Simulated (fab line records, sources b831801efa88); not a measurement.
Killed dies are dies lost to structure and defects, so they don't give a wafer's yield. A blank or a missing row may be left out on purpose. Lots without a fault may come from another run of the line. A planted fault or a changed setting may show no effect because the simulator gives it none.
Problem report in the 8D (eight disciplines) form, filled by code | flow gf180mcu | the parts of the form that need people (team, actions taken, sign-off) are left out

1. THE PROBLEM
NWELL_TW at GF_NWELL_TW_MEAS_11 reads a mean of 1738 on 6 wafers of 2 lots; wafers without a fault read 1563 with a standard deviation of 11. That is +16 standard deviations from the usual mean.
First seen on wafer L206.1, day 4 21:48, on film_metro-03. The record holds 39 wafers of 13 lots with a number at this step. Rule for "out", or "out of limits": more than 4 standard deviations from the usual mean. The other wafers with a number count as sound.

2. WHAT IT IS AND WHAT IT IS NOT
question                    | is                           | is not
which readings at this step | NWELL_TW                     | -
which lots                  | L206, L209                   | L199, L200, L201, L204, L207, L212, L214, L216, L217, L220, L221
which wafers of those lots  | all that have a number       | -
read on which gauges        | film_metro-02, film_metro-03 | film_metro-01
when                        | from day 4 21:48             | up to then (12 sound wafers); but 21 sound wafers of L207, L212, L214, L216, L217, L220, L221 came after

3. SUSPECTS, AND WHAT RULES EACH OUT
Counting: a tool at a process step up to the reading stays a suspect if it ran every lot that is out and no sound lot after the first of them.
- the gauge at GF_NWELL_TW_MEAS_11: ruled out. The wafers that are out were read on 2 gauges (film_metro-02, film_metro-03).
- implanter-01 at GF_NWELL_IMPLANT_08: kept. It ran every lot that is out, first L206 (day 4 21:24), and no sound lot after that; its last sound lot up to then is L204 (day 4 11:54). Its own readings are out on those wafers: dose_ions_cm2, faraday_current_uA.
Left after counting: implanter-01 at GF_NWELL_IMPLANT_08.

4. THE CAUSE (what the simulator had put in)
Process parameter drift: implanter-01, from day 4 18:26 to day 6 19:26, at GF_NWELL_IMPLANT_08. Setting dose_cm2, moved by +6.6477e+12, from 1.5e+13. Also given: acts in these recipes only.
Counting left only this tool.

5. THE CHAIN OF EFFECTS, in route order
Each row: a reading whose mean over the struck wafers that have a number lies more than 3 standard deviations from the usual. Only readings for which the record gives a usual standard deviation are gone through. hours: the time from each lot's start at the first step in this table that gives one to its start at this step, as a median over the lots. sigmas: the change in usual standard deviations.
hours | step                     | reading            | usual        | on struck wafers | change      | sigmas
0     | GF_NWELL_IMPLANT_08      | dose_ions_cm2      | 1.4996e+13   | 2.1646e+13       | +6.6498e+12 | +99 or more
0     | GF_NWELL_IMPLANT_08      | faraday_current_uA | 84.5         | 122.4            | +37.9       | +20
0     | GF_NWELL_TW_MEAS_11      | NWELL_TW           | 1563         | 1738             | +175        | +16
112   | GF_VT_IMPLANT_RS_MEAS_47 | NWELL_RS           | 488.2 ohm/sq | 402.9            | -85.2       | -71
The process steps in it:
- GF_NWELL_IMPLANT_08
Later measuring or inspecting steps at which every struck wafer that the step has a row for has a number for every such reading, and none has moved that far: GF_MVSD_OVL_MEAS_07.

6. WHAT WOULD HAVE CAUGHT IT SOONER
In this record the first reading out of limits at a measuring or inspecting step was taken at day 4 21:48, 3 hours after the fault began at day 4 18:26.
The tool's own readings at GF_NWELL_IMPLANT_08 were out on every struck wafer that the step has a row for (dose_ions_cm2, faraday_current_uA): an alarm limit on them would have fired on the first of those.
Of the lots that are out (2), L209 began GF_NWELL_IMPLANT_08 on implanter-01 after day 4 21:48. A hold on the tool at that time would have spared it.
